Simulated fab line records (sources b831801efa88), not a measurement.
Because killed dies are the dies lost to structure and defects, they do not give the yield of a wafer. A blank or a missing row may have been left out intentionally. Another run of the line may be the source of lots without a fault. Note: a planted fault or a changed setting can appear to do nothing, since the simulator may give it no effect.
Chamber matching    flow sky130    SKY_CONTACT_CMP_27 on cmp-02: 4 sister chambers
The step polishes, stops on SiO2, t overpolish 15 s, target thk 0 nm. 8 wafers are shown with their chamber, then 7 later ones without.

== WAFERS, EACH WITH ITS CHAMBER ==
wafer   chamber  motorCurrentA (A)  overpolishRunS (s)
L913.1  2        11.8               14.995
L913.2  3        10.4               15.006
L913.6  0        11.0               15.001
L916.3  3        10.2               15.001
L923.1  2        11.6               14.985
L923.6  1        10.4               15.002
L924.1  1        11.1               14.997
L924.4  0        10.9               14.993

== WAFERS MISSING THEIR CHAMBER ==
wafer   motorCurrentA (A)  overpolishRunS (s)
L924.6  12.3               15.004
L926.3  10.7               15.001
L926.5  10.7               15.021
L926.6  12.2               15.000
L925.2  12.2               14.999
L925.5  11.1               14.989
L925.6  10.5               14.993

== CHAMBER TAKEN BY EACH ==
wafer   from the rows above           in truth
L924.6  can't be placed: 2 or 0       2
L926.3  can't be placed: 1 or 0 or 3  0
L926.5  can't be placed: 3 or 1 or 0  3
L926.6  can't be placed: 2 or 0       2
L925.2  2                             2
L925.5  can't be placed: 0 or 2 or 1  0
L925.6  can't be placed: 1 or 0 or 3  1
Correct placement for 1 of the 7. Unplaceable from these rows: 6, with the true chamber sitting among the candidates in 6. Placed wrongly: 0.
How it was worked out, from the rows above alone: a wafer's distance from a chamber is the root of the sum, over the readings, of the square of ((its reading less the chamber's mean) divided by the reading's scatter). The wafer belongs to the nearest chamber; if the next one is less than 2 further off, it can't be placed. Each chamber's mean is taken over the wafers shown for it. The scatter: take each reading less its chamber's mean, square it, sum over the shown wafers, divide by the number of wafers less the number of chambers, and take the root.
